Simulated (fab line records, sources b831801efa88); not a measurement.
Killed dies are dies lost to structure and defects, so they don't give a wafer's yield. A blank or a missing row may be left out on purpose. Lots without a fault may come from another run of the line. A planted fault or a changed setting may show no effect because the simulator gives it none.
Which tool did it? | flow gf180mcu | 13 lots, 39 wafers sampled, at 6 steps of a route of 602

WHAT THE GAUGES READ, wafer by wafer
GF_HV_LDD_OVL_MEAS_47.
lot  | measured     | on         | HV_LDD_03_OVL (nm)
L671 | day 12 13:38 | overlay-01 | -0.6 -2.9 -0.7
L673 | day 13 10:44 | overlay-02 | 1.5 0.4 -0.4
L674 | day 13 13:11 | overlay-01 | -2.5 -1.5 -3.7
L676 | day 13 21:11 | overlay-01 | -1.8 -1.5 -1.3
L675 | day 13 20:53 | overlay-02 | -0.5 -1.0 -0.6
L679 | day 15 01:55 | overlay-01 | -1.4 -1.7 -2.0
L681 | day 15 16:19 | overlay-02 | -0.2 0.5 1.0
L682 | day 15 22:04 | overlay-02 | 0.2 0.1 -0.6
L683 | day 16 10:46 | overlay-02 | 1.2 0.5 0.2
L689 | day 18 14:31 | overlay-02 | 0.1 -0.1 1.6
L692 | day 19 10:37 | overlay-01 | -0.3 0.8 -0.7
L693 | day 19 20:55 | overlay-01 | -0.5 -0.5 -0.2
L694 | day 20 04:08 | overlay-02 | 2.6 1.5 2.7

GF_PSD_TW_MEAS_11.
lot  | measured     | on            | PSD_TW
L671 | day 14 09:13 | film_metro-02 | 3093 3105 3108
L673 | day 15 07:47 | film_metro-01 | 3144 3154 3134
L674 | day 15 10:28 | film_metro-02 | 3108 3085 3107
L676 | day 15 21:25 | film_metro-02 | 3100 3105 3107
L675 | day 15 18:43 | film_metro-02 | 3102 3101 3093
L679 | day 17 02:40 | film_metro-04 | 3191 3211 3198
L681 | day 17 17:16 | film_metro-04 | 3204 3209 3200
L682 | day 17 22:28 | film_metro-01 | 3108 3110 3127
L683 | day 18 14:29 | film_metro-02 | 3090 3102 3097
L689 | day 20 19:12 | film_metro-02 | 30 29 30
L692 | day 21 15:08 | film_metro-04 | 3226 3217 3182
L693 | day 22 00:43 | film_metro-01 | 3121 3113 3127
L694 | day 22 07:16 | film_metro-02 | 3081 3111 3075

GF_PSD_RS_MEAS_15: measures by four-point-probe.
lot  | measured     | on            | PSD_RS (ohm/sq)
L671 | day 14 09:32 | film_metro-02 | 109.9 110.0 109.9
L673 | day 15 08:07 | film_metro-02 | 109.4 109.4 109.5
L674 | day 15 10:47 | film_metro-01 | 109.9 109.9 109.6
L676 | day 15 21:46 | film_metro-01 | 110.1 109.7 110.0
L675 | day 15 19:02 | film_metro-01 | 109.6 109.5 109.6
L679 | day 17 02:59 | film_metro-01 | 110.2 110.0 109.9
L681 | day 17 17:34 | film_metro-01 | 109.7 109.7 109.7
L682 | day 17 22:46 | film_metro-01 | 109.3 109.6 109.9
L683 | day 18 14:47 | film_metro-04 | 109.6 109.5 109.6
L689 | day 20 19:31 | film_metro-01 | 109.7 109.8 109.5
L692 | day 21 15:27 | film_metro-02 | 109.8 109.6 109.6
L693 | day 22 01:02 | film_metro-04 | 109.0 108.6 109.3
L694 | day 22 07:37 | film_metro-01 | 110.0 110.0 109.8

WHICH TOOL RAN EACH LOT (tool, then ch and the chambers of the sampled wafers, then the start)
lot  | GF_POLY_GATE_STRIP_14                | GF_NSD_STRIP_11                      | GF_PSD_STRIP_10
L671 | plasma_asher-01 ch 1, day 9 08:43    | plasma_asher-03 ch 0,1, day 13 13:09 | plasma_asher-04 ch 0,1, day 14 09:06
L673 | plasma_asher-02 ch 0,1, day 10 03:07 | plasma_asher-02 ch 0,1, day 14 10:25 | plasma_asher-04 ch 0,1, day 15 07:41
L674 | plasma_asher-03 ch 0,1, day 10 06:58 | plasma_asher-04 ch 0,1, day 14 12:51 | plasma_asher-01 ch 0,1, day 15 10:22
L676 | plasma_asher-03 ch 0,1, day 10 11:37 | plasma_asher-02 ch 0,1, day 14 22:53 | plasma_asher-03 ch 0,1, day 15 21:20
L675 | plasma_asher-03 ch 0,1, day 10 11:56 | plasma_asher-03 ch 0, day 14 21:34   | plasma_asher-01 ch 0,1, day 15 18:37
L679 | plasma_asher-01 ch 0,1, day 11 16:28 | plasma_asher-02 ch 0,1, day 16 04:02 | plasma_asher-04 ch 0,1, day 17 02:34
L681 | plasma_asher-01 ch 0,1, day 12 04:42 | plasma_asher-03 ch 0,1, day 16 18:22 | plasma_asher-01 ch 0,1, day 17 17:10
L682 | plasma_asher-02 ch 0,1, day 12 09:34 | plasma_asher-02 ch 0,1, day 16 23:22 | plasma_asher-03 ch 1, day 17 22:22
L683 | plasma_asher-01 ch 0,1, day 12 20:01 | plasma_asher-03 ch 0,1, day 17 14:23 | plasma_asher-04 ch 0,1, day 18 14:23
L689 | plasma_asher-02 ch 0,1, day 14 15:28 | plasma_asher-02 ch 1, day 19 18:32   | plasma_asher-03 ch 0,1, day 20 19:06
L692 | plasma_asher-03 ch 0,1, day 15 11:00 | plasma_asher-03 ch 0,1, day 20 14:37 | plasma_asher-01 ch 0,1, day 21 15:01
L693 | plasma_asher-01 ch 0,1, day 15 20:19 | plasma_asher-03 ch 0,1, day 21 00:44 | plasma_asher-01 ch 0,1, day 22 00:37
L694 | plasma_asher-03 ch 0,1, day 16 02:42 | plasma_asher-03 ch 0,1, day 21 07:17 | plasma_asher-04 ch 0,1, day 22 07:11
- GF_POLY_GATE_STRIP_14: strips in O2/N2.
- GF_NSD_STRIP_11: strips in O2/N2.
- GF_PSD_STRIP_10: strips in O2/N2.

WHAT THE TOOLS THEMSELVES READ (means of the sampled wafers that have a number; where no wafer has one, the mark that the record gives instead)
GF_POLY_GATE_STRIP_14.
lot  | tool            | drypump_motor_current_A (A) | heater_power_w (W) | n2_flow_sccm (sccm) | oes_product_au (a.u.)
L671 | plasma_asher-01 | 5.4                         | 335                | 300.7               | 0.506
L673 | plasma_asher-02 | 5.7                         | 352                | 300.2               | 0.508
L674 | plasma_asher-03 | 5.8                         | 335                | 300.8               | 0.505
L676 | plasma_asher-03 | 5.8                         | 339                | 301.1               | 0.503
L675 | plasma_asher-03 | 5.8                         | 333                | 299.6               | 0.505
L679 | plasma_asher-01 | 5.5                         | 328                | 298.7               | 0.505
L681 | plasma_asher-01 | 5.4                         | 333                | 299.5               | 0.499
L682 | plasma_asher-02 | 6.1                         | 348                | 299.8               | 0.508
L683 | plasma_asher-01 | 5.5                         | 331                | 300.5               | 0.507
L689 | plasma_asher-02 | 6.0                         | 346                | 300.1               | 0.505
L692 | plasma_asher-03 | 5.8                         | 339                | 300.1               | 0.505
L693 | plasma_asher-01 | 5.4                         | 334                | 299.6               | 0.503
L694 | plasma_asher-03 | 5.8                         | 335                | 300.5               | 0.507

GF_NSD_STRIP_11.
lot  | tool            | drypump_motor_current_A (A) | heater_power_w (W) | n2_flow_sccm (sccm) | oes_product_au (a.u.) | strip_time_to_endpoint_s (s)
L671 | plasma_asher-03 | 5.9                         | 333                | 300.3               | 0.485                 | 22.87
L673 | plasma_asher-02 | 6.0                         | 347                | 300.0               | 0.489                 | 22.83
L674 | plasma_asher-04 | 6.4                         | 332                | 300.8               | 0.484                 | 22.84
L676 | plasma_asher-02 | 6.0                         | 347                | 300.1               | 0.487                 | 22.83
L675 | plasma_asher-03 | 6.1                         | 312                | 299.8               | 0.488                 | 22.90
L679 | plasma_asher-02 | 5.7                         | 349                | 300.3               | 0.488                 | 22.90
L681 | plasma_asher-03 | 5.9                         | 329                | 299.7               | 0.487                 | 22.86
L682 | plasma_asher-02 | 5.7                         | 349                | 299.7               | 0.486                 | 22.94
L683 | plasma_asher-03 | 5.9                         | 322                | 298.5               | 0.488                 | 22.84
L689 | plasma_asher-02 | 6.4                         | 343                | 300.0               | 0.354                 | -
L692 | plasma_asher-03 | 5.9                         | 326                | 300.2               | 0.491                 | 22.87
L693 | plasma_asher-03 | 5.9                         | 323                | 300.3               | 0.488                 | 22.88
L694 | plasma_asher-03 | 5.8                         | 327                | 300.6               | 0.488                 | 22.88

GF_PSD_STRIP_10.
lot  | tool            | drypump_motor_current_A (A) | heater_power_w (W) | n2_flow_sccm (sccm) | oes_product_au (a.u.) | strip_time_to_endpoint_s (s)
L671 | plasma_asher-04 | 6.1                         | 333                | 301.2               | 0.592                 | 16.39
L673 | plasma_asher-04 | 6.2                         | 336                | 300.4               | 0.600                 | 16.43
L674 | plasma_asher-01 | 5.5                         | 331                | 300.2               | 0.593                 | 16.44
L676 | plasma_asher-03 | 5.9                         | 327                | 300.3               | 0.589                 | 16.41
L675 | plasma_asher-01 | 5.4                         | 324                | 299.2               | 0.598                 | 16.43
L679 | plasma_asher-04 | 6.2                         | 330                | 299.8               | 0.592                 | 16.43
L681 | plasma_asher-01 | 5.4                         | 330                | 300.0               | 0.595                 | 16.45
L682 | plasma_asher-03 | 5.6                         | 351                | 300.7               | 0.594                 | 16.44
L683 | plasma_asher-04 | 6.4                         | 334                | 299.9               | 0.595                 | 16.49
L689 | plasma_asher-03 | 5.9                         | 322                | 300.2               | 0.646                 | 25.98
L692 | plasma_asher-01 | 5.5                         | 331                | 300.1               | 0.589                 | 16.40
L693 | plasma_asher-01 | 5.4                         | 336                | 299.0               | 0.590                 | 16.47
L694 | plasma_asher-04 | 6.4                         | 335                | 299.8               | 0.597                 | 16.46

THE ANSWER, worked out from the rows above alone
Rule: what is usual is taken from the lots themselves. Put in order of their means at a reading, lots are off if they are a third of the lots or fewer, leave a main group of 4 or more, and stand apart from it by a gap of 3 or more times the standard deviation of the main group's means; of several such gaps the widest counts. A main group whose means are all the same, to the digits that the tables above print for the reading, isn't used. A lot without any number at a reading at which 4 lots or more have one is off too. The other lots that the step has rows for count as sound. The gauges are gone through in route order, then the tools' own readings, and for those a lot's mean is taken as printed above. The first step at which some lot is off is used, and at that step the reading that is off furthest; a lot without a number counts as furthest.
Off: L689, at GF_PSD_TW_MEAS_11 (PSD_TW). The main group: mean 3132, standard deviation 44.
A tool fits if, at a process step before that reading, it ran every lot that is off, and no sound lot after the first of them. The gauges at GF_PSD_TW_MEAS_11 aren't tried: what is off there is off at GF_NSD_STRIP_11 too, on other tools, and a gauge's error can't cause that. Can't be told from this: 2 tools fit, plasma_asher-02 at GF_POLY_GATE_STRIP_14 and GF_NSD_STRIP_11, plasma_asher-03 at GF_PSD_STRIP_10.

WHAT THE SIMULATOR HAD PUT IN
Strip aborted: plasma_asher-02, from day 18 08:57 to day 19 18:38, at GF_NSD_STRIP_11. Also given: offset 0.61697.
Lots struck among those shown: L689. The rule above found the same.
